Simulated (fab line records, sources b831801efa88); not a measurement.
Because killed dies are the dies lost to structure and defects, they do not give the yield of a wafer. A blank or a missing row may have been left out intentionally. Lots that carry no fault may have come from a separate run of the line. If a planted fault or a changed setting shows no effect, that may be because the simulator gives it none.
Which of the tools did it? + flow sky130 + 10 lots with 30 wafers sampled at 6 steps, on a route of 708 steps

## WHAT THE GAUGES READ, wafer by wafer
SKY_METAL4_OVL_MEAS_14. Usual: for METAL4_OVL the level is -4 nm and the standard deviation is 4.9.
| lot  | measured     | on         | METAL4_OVL (nm) | flag |
|------|--------------|------------|-----------------|------|
| L479 | day 41 17:15 | overlay-01 | -8 -12 -15      |      |
| L480 | day 41 17:37 | overlay-02 | -3 -3 -3        |      |
| L481 | day 42 11:19 | overlay-01 | -8 -9 -10       |      |
| L488 | day 44 18:14 | overlay-01 | -13 -8 -2       |      |
| L493 | day 45 19:33 | overlay-01 | 0 -7 -1         |      |
| L494 | day 46 01:15 | overlay-02 | -8 -2 2         |      |
| L495 | day 46 07:43 | overlay-02 | -3 -7 -6        |      |
| L500 | day 47 01:23 | overlay-01 | -6 -3 -8        |      |
| L501 | day 47 12:19 | overlay-02 | -3 -12 -4       |      |
| L502 | day 47 23:43 | overlay-02 | -4 -4 -10       |      |

SKY_METAL5_RS_MEAS_05: uses a four-point probe to measure. Usual: for METAL5_ALCU_RS the level is 0.02693 ohm/sq and the standard deviation is 0.00029.
| lot  | measured     | on            | METAL5_ALCU_RS (ohm/sq) | flag |
|------|--------------|---------------|-------------------------|------|
| L479 | day 42 19:03 | film-metro-03 | 0.0267 0.02694 0.02665  |      |
| L480 | day 42 19:28 | film-metro-01 | 0.02676 0.02652 0.02687 |      |
| L481 | day 43 12:56 | film-metro-01 | 0.02646 0.02702 0.02657 |      |
| L488 | day 45 18:16 | film-metro-01 | 0.02743 0.01709 0.01716 | OFF  |
| L493 | day 46 19:33 | film-metro-03 | 0.02711 0.02694 0.02676 |      |
| L494 | day 47 01:38 | film-metro-01 | 0.0275 0.02717 0.02729  |      |
| L495 | day 47 06:16 | film-metro-02 | 0.02686 0.02658 0.02655 |      |
| L500 | day 48 00:31 | film-metro-03 | 0.02765 0.02724 0.02731 |      |
| L501 | day 48 10:14 | film-metro-03 | 0.0266 0.02684 0.02714  |      |
| L502 | day 48 21:49 | film-metro-01 | 0.02683 0.02682 0.02679 |      |

SKY_METAL5_THK_MEAS_06: measures by xrf. Usual: for METAL5_ALCU_THK the level is 1154 nm and the standard deviation is 15.
| lot  | measured     | on            | METAL5_ALCU_THK (nm) | flag |
|------|--------------|---------------|----------------------|------|
| L479 | day 42 19:10 | film-metro-03 | 1172 1166 1175       |      |
| L480 | day 42 19:34 | film-metro-01 | 1163 1169 1155       |      |
| L481 | day 43 13:02 | film-metro-01 | 1167 1150 1167       |      |
| L488 | day 45 18:23 | film-metro-01 | 1123 1799 1786       | OFF  |
| L493 | day 46 19:39 | film-metro-03 | 1150 1164 1167       |      |
| L494 | day 47 01:45 | film-metro-01 | 1129 1140 1126       |      |
| L495 | day 47 06:22 | film-metro-02 | 1153 1165 1161       |      |
| L500 | day 48 00:38 | film-metro-03 | 1126 1150 1145       |      |
| L501 | day 48 10:21 | film-metro-03 | 1175 1159 1159       |      |
| L502 | day 48 21:56 | film-metro-01 | 1157 1151 1154       |      |

## WHAT TOOL EACH LOT RAN ON (gives the tool, then ch and the chambers of the sampled wafers, and finally the start)
| lot  | SKY_VIA4_CMP_02               | SKY_VIA4_SPUTTER_17          | SKY_METAL5_SPUTTER_02        |
|------|-------------------------------|------------------------------|------------------------------|
| L479 | cmp-01 ch 0,1,3, day 41 18:30 | pvd-sputter-04, day 42 18:10 | pvd-sputter-04, day 42 18:55 |
| L480 | cmp-02 ch 0,3, day 41 19:01   | pvd-sputter-03, day 42 18:33 | pvd-sputter-01, day 42 19:17 |
| L481 | cmp-01 ch 0,1, day 42 12:40   | pvd-sputter-04, day 43 12:02 | pvd-sputter-04, day 43 12:47 |
| L488 | cmp-01 ch 1,2,3, day 44 19:26 | pvd-sputter-02, day 45 17:23 | pvd-sputter-02, day 45 18:08 |
| L493 | cmp-01 ch 0,1,2, day 45 20:50 | pvd-sputter-03, day 46 18:24 | pvd-sputter-01, day 46 19:23 |
| L494 | cmp-01 ch 0,2,3, day 46 02:31 | pvd-sputter-04, day 47 00:17 | pvd-sputter-01, day 47 01:31 |
| L495 | cmp-01 ch 1,2, day 46 08:55   | pvd-sputter-04, day 47 05:23 | pvd-sputter-04, day 47 06:07 |
| L500 | cmp-02 ch 0,2,3, day 47 02:58 | pvd-sputter-03, day 47 23:28 | pvd-sputter-01, day 48 00:23 |
| L501 | cmp-02 ch 1,2, day 47 13:33   | pvd-sputter-03, day 48 09:22 | pvd-sputter-04, day 48 10:07 |
| L502 | cmp-02 ch 0,1,3, day 48 00:56 | pvd-sputter-02, day 48 20:56 | pvd-sputter-01, day 48 21:41 |
- SKY_VIA4_CMP_02: polishes SiO2.
- SKY_VIA4_SPUTTER_17: material TiN, target thk 20 nm, time 80 s.
- SKY_METAL5_SPUTTER_02: material AlCu, target thk 1150 nm, time 61.2 s.

## WHAT THE TOOLS THEMSELVES READ (means of the sampled wafers that have a number; where no wafer has one, the mark that the record gives instead)
SKY_VIA4_CMP_02. Usual: motor-current-A 12.7 A, standard deviation 1.7; retaining-ring-pressure-frac 1.000, standard deviation 0.0049.
| lot  | tool   | motor-current-A (A) | retaining-ring-pressure-frac | flag |
|------|--------|---------------------|------------------------------|------|
| L479 | cmp-01 | 12.9                | 0.998                        |      |
| L480 | cmp-02 | 13.7                | 1.002                        |      |
| L481 | cmp-01 | 12.9                | 1.000                        |      |
| L488 | cmp-01 | 12.0                | 1.000                        |      |
| L493 | cmp-01 | 13.5                | 1.004                        |      |
| L494 | cmp-01 | 13.0                | 0.996                        |      |
| L495 | cmp-01 | 12.2                | 1.001                        |      |
| L500 | cmp-02 | 12.4                | 0.995                        |      |
| L501 | cmp-02 | 11.7                | 0.998                        |      |
| L502 | cmp-02 | 13.4                | 1.000                        |      |

SKY_VIA4_SPUTTER_17. Usual: cathode-dc-power-W 4000.0 W, standard deviation 0.67; throttle-valve-pct 30.1 %, standard deviation 0.99.
| lot  | tool           | cathode-dc-power-W (W) | throttle-valve-pct (%) | flag |
|------|----------------|------------------------|------------------------|------|
| L479 | pvd-sputter-04 | 3999.7                 | 29.2                   |      |
| L480 | pvd-sputter-03 | 4000.1                 | 30.8                   |      |
| L481 | pvd-sputter-04 | 4000.0                 | 29.8                   |      |
| L488 | pvd-sputter-02 | 4000.7                 | 30.9                   |      |
| L493 | pvd-sputter-03 | 3998.9                 | 30.8                   |      |
| L494 | pvd-sputter-04 | 3999.9                 | 29.7                   |      |
| L495 | pvd-sputter-04 | 3999.8                 | 29.7                   |      |
| L500 | pvd-sputter-03 | 3999.3                 | 30.7                   |      |
| L501 | pvd-sputter-03 | 4000.1                 | 31.2                   |      |
| L502 | pvd-sputter-02 | 3999.9                 | 30.0                   |      |

SKY_METAL5_SPUTTER_02. Usual: cathode-dc-power-W 10600 W, standard deviation 1.9; throttle-valve-pct 30.2 %, standard deviation 1.2.
| lot  | tool           | cathode-dc-power-W (W) | throttle-valve-pct (%) | flag |
|------|----------------|------------------------|------------------------|------|
| L479 | pvd-sputter-04 | 10601                  | 29.6                   |      |
| L480 | pvd-sputter-01 | 10600                  | 30.8                   |      |
| L481 | pvd-sputter-04 | 10602                  | 29.1                   |      |
| L488 | pvd-sputter-02 | 10598                  | 30.0                   |      |
| L493 | pvd-sputter-01 | 10601                  | 31.8                   |      |
| L494 | pvd-sputter-01 | 10600                  | 30.1                   |      |
| L495 | pvd-sputter-04 | 10600                  | 29.8                   |      |
| L500 | pvd-sputter-01 | 10601                  | 30.8                   |      |
| L501 | pvd-sputter-04 | 10600                  | 29.7                   |      |
| L502 | pvd-sputter-01 | 10599                  | 30.6                   |      |

## THE ANSWER, worked out from the rows above alone
Rule: a lot counts as off when the mean over its wafers that have a number is more than 3 standard deviations away from the usual mean. Also off: a lot with no number at a reading for which 4 or more lots have one. The other lots that the step has rows for count as sound. After the gauges, taken in route order, come the tools' own readings; for these a lot's mean is taken, as printed above. The first step at which some lot is off is used, and at that step the reading that is off furthest; a lot without a number counts as furthest.
Off: L488, seen at SKY_METAL5_RS_MEAS_05 (METAL5_ALCU_RS).
A tool fits if, at a process step before that reading, it ran every lot that is off, and no sound lot after the first of them. Those tools and the gauges at SKY_METAL5_RS_MEAS_05 are tried in the same way. One fits: pvd-sputter-02 at SKY_METAL5_SPUTTER_02. It ran no sound lot before its first lot that is off in this sample, so the start can't be narrowed down.

## WHAT HAD BEEN PUT IN BY THE SIMULATOR
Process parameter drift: pvd-sputter-02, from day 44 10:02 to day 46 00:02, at SKY_METAL5_SPUTTER_02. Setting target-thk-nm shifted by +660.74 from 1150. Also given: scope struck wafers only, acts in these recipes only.
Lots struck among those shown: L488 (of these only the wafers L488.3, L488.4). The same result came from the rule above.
